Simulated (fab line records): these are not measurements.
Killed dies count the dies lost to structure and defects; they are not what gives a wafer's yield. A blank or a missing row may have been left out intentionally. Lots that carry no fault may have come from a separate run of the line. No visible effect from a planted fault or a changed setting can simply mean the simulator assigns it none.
Chamber matching | flow sky130 | SKY_LI_CONTACT_CMP_02 on cmp-01: 4 sister chambers
The step polishes PSG. 14 wafers are shown with their chamber, then 7 later ones without.

## EACH WAFER AND ITS CHAMBER
wafer  | chamber | motor_current_A (A) | slurry_filter_dp_kPa (kPa) | time_to_endpoint_s (s)
L088.2 | 3       | 12.0                | 13.62                      | 32.0
L088.3 | 1       | 14.8                | 13.30                      | 34.5
L088.4 | 2       | 11.9                | 13.55                      | 31.5
L089.1 | 3       | 11.5                | 13.36                      | 32.6
L089.3 | 2       | 12.3                | 13.81                      | 33.0
L089.6 | 3       | 11.6                | 13.53                      | 33.7
L092.2 | 1       | 14.9                | 13.39                      | 32.8
L092.4 | 3       | 11.5                | 13.28                      | 29.7
L092.6 | 3       | 11.3                | 13.75                      | 31.8
L094.1 | 0       | 9.9                 | 13.58                      | 35.3
L094.2 | 2       | 12.2                | 13.61                      | 31.7
L094.3 | 1       | 14.7                | 13.55                      | 35.5
L094.4 | 3       | 11.5                | 13.57                      | 35.1
L094.5 | 0       | 10.1                | 13.64                      | 32.4

SIGNATURES (means of the wafers above)
reading              | chamber 0 | chamber 1 | chamber 2 | chamber 3 | scatter within a chamber
motor_current_A      | 10.000    | 14.800    | 12.133    | 11.567    | 0.2
slurry_filter_dp_kPa | 13.6100   | 13.4133   | 13.6567   | 13.5183   | 0.148
time_to_endpoint_s   | 33.850    | 34.267    | 32.067    | 32.483    | 1.61
Rule: distance of a wafer from a chamber = root of the sum over the readings of ((wafer's reading minus chamber's mean) / reading's scatter) squared. If the next closest chamber is less than 2 further off than the closest, the wafer can't be placed; otherwise it belongs to the closest. The scatter is the square root of a quotient: the sum, over the shown wafers, of each reading's squared deviation from its chamber's mean, divided by wafers minus chambers.

## WAFERS WITHOUT THEIR CHAMBER
wafer  | motor_current_A (A) | slurry_filter_dp_kPa (kPa) | time_to_endpoint_s (s)
L094.6 | 14.7                | 13.61                      | 33.9
L095.1 | 10.6                | 13.43                      | 29.7
L095.3 | 11.3                | 13.55                      | 33.7
L095.4 | 12.6                | 13.33                      | 34.0
L097.1 | 11.3                | 13.36                      | 31.9
L097.4 | 11.8                | 13.57                      | 32.1
L097.5 | 10.0                | 13.35                      | 33.5

## EACH ONE'S CHAMBER
wafer  | from the rows above     | in truth
L094.6 | 1                       | 1
L095.1 | can't be placed: 0 or 3 | 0
L095.3 | 3                       | 3
L095.4 | can't be placed: 2 or 3 | 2
L097.1 | 3                       | 3
L097.4 | can't be placed: 3 or 2 | 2
L097.5 | 0                       | 0
Placed correctly: 4 of 7. Unplaceable from these rows: 3, with the true chamber sitting among the candidates in 3. Placed wrongly: 0.
